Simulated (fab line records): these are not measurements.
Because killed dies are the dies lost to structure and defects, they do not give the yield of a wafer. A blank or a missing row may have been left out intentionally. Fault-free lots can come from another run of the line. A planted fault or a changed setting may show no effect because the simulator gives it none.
Which tool did it? / flow sky130 / Sampling: 12 lots, 36 wafers, 2 of 708 route steps

## WHAT THE GAUGES READ, wafer by wafer
SKY_METAL4_OVL_MEAS_14. Usual: for METAL4_OVL the level is 0 nm and the standard deviation is 4.5.
lot=L184; measured=day 42 14:03; on=overlay-01; METAL4_OVL (nm)=-3 -8 2; flag=
lot=L187; measured=day 43 02:54; on=overlay-02; METAL4_OVL (nm)=0 5 -6; flag=
lot=L189; measured=day 43 09:08; on=overlay-02; METAL4_OVL (nm)=3 1 0; flag=
lot=L190; measured=day 43 12:54; on=overlay-01; METAL4_OVL (nm)=-4 0 0; flag=
lot=L191; measured=day 44 02:31; on=overlay-02; METAL4_OVL (nm)=3 4 -1; flag=
lot=L196; measured=day 46 17:54; on=overlay-01; METAL4_OVL (nm)=7 4 -2; flag=
lot=L198; measured=day 46 20:43; on=overlay-02; METAL4_OVL (nm)=-7 -4 2; flag=
lot=L199; measured=day 46 19:02; on=overlay-02; METAL4_OVL (nm)=-10 0 -4; flag=
lot=L201; measured=day 46 19:23; on=overlay-01; METAL4_OVL (nm)=5 6 3; flag=
lot=L202; measured=day 46 22:22; on=overlay-01; METAL4_OVL (nm)=5 6 0; flag=
lot=L203; measured=day 47 04:27; on=overlay-01; METAL4_OVL (nm)=0 -1 -5; flag=
lot=L204; measured=day 48 03:52; on=overlay-01; METAL4_OVL (nm)=0 -1 4; flag=

## EACH LOT AND THE TOOL THAT RAN IT (in order: tool; ch and the chambers of the sampled wafers; start)
lot=L184; SKY_POLY_GATE_CVD_00=lpcvd-01 ch 0, day 14 07:17
lot=L187; SKY_POLY_GATE_CVD_00=lpcvd-01 ch 1, day 15 10:28
lot=L189; SKY_POLY_GATE_CVD_00=lpcvd-01 ch 1, day 15 21:47
lot=L190; SKY_POLY_GATE_CVD_00=lpcvd-01 ch 0, day 16 01:03
lot=L191; SKY_POLY_GATE_CVD_00=lpcvd-01 ch 1, day 16 17:13
lot=L196; SKY_POLY_GATE_CVD_00=lpcvd-01 ch 1, day 20 06:46
lot=L198; SKY_POLY_GATE_CVD_00=lpcvd-01 ch 0, day 20 06:46
lot=L199; SKY_POLY_GATE_CVD_00=lpcvd-01 ch 1, day 20 09:08
lot=L201; SKY_POLY_GATE_CVD_00=lpcvd-01 ch 0, day 20 09:08
lot=L202; SKY_POLY_GATE_CVD_00=lpcvd-01 ch 1, day 20 17:20
lot=L203; SKY_POLY_GATE_CVD_00=lpcvd-01 ch 1, day 21 07:44
lot=L204; SKY_POLY_GATE_CVD_00=lpcvd-01 ch 0, day 21 10:46
- SKY_POLY_GATE_CVD_00: deposits poly-Si, target thk 180 nm, time 720 s.

## WHAT THE TOOLS THEMSELVES READ (means of the sampled wafers that have a number; where no wafer has one, the mark that the record gives instead)
SKY_POLY_GATE_CVD_00. Usual: pressureMtorr 200.0 mTorr, standard deviation 0.39; spikeTcLowerC 619.8 C, standard deviation 1.2; zonePowerTopPct 18.7 %, standard deviation 1.8.
lot=L184; tool=lpcvd-01; pressureMtorr (mTorr)=199.7; spikeTcLowerC (C)=619.5; zonePowerTopPct (%)=20.5; flag=
lot=L187; tool=lpcvd-01; pressureMtorr (mTorr)=199.9; spikeTcLowerC (C)=620.5; zonePowerTopPct (%)=16.9; flag=
lot=L189; tool=lpcvd-01; pressureMtorr (mTorr)=199.7; spikeTcLowerC (C)=619.9; zonePowerTopPct (%)=16.8; flag=
lot=L190; tool=lpcvd-01; pressureMtorr (mTorr)=200.3; spikeTcLowerC (C)=618.9; zonePowerTopPct (%)=20.4; flag=
lot=L191; tool=lpcvd-01; pressureMtorr (mTorr)=199.7; spikeTcLowerC (C)=620.8; zonePowerTopPct (%)=16.7; flag=
lot=L196; tool=lpcvd-01; pressureMtorr (mTorr)=199.8; spikeTcLowerC (C)=620.5; zonePowerTopPct (%)=16.8; flag=
lot=L198; tool=lpcvd-01; pressureMtorr (mTorr)=199.3; spikeTcLowerC (C)=618.3; zonePowerTopPct (%)=20.2; flag=
lot=L199; tool=lpcvd-01; pressureMtorr (mTorr)=200.2; spikeTcLowerC (C)=620.4; zonePowerTopPct (%)=16.8; flag=
lot=L201; tool=lpcvd-01; pressureMtorr (mTorr)=199.7; spikeTcLowerC (C)=618.3; zonePowerTopPct (%)=20.4; flag=
lot=L202; tool=lpcvd-01; pressureMtorr (mTorr)=200.2; spikeTcLowerC (C)=620.0; zonePowerTopPct (%)=16.6; flag=
lot=L203; tool=lpcvd-01; pressureMtorr (mTorr)=199.6; spikeTcLowerC (C)=620.2; zonePowerTopPct (%)=16.7; flag=
lot=L204; tool=lpcvd-01; pressureMtorr (mTorr)=200.3; spikeTcLowerC (C)=618.6; zonePowerTopPct (%)=20.5; flag=

## THE ANSWER, worked out from the rows above alone
Rule: a lot is off if the mean of its wafers that have a number lies more than 3 standard deviations from the usual mean. Also off: a lot with no number at a reading for which 4 or more lots have one. Any other lot the step has rows for is counted as sound. First the gauges in route order, then the tools' own readings, where a lot's mean is used as printed above. At the first step where some lot is off, the reading lying furthest off is the one used; lots without a number count as furthest.
No lot is off at any reading shown: from this, nothing can be told.

## WHAT WAS PUT IN BY THE SIMULATOR
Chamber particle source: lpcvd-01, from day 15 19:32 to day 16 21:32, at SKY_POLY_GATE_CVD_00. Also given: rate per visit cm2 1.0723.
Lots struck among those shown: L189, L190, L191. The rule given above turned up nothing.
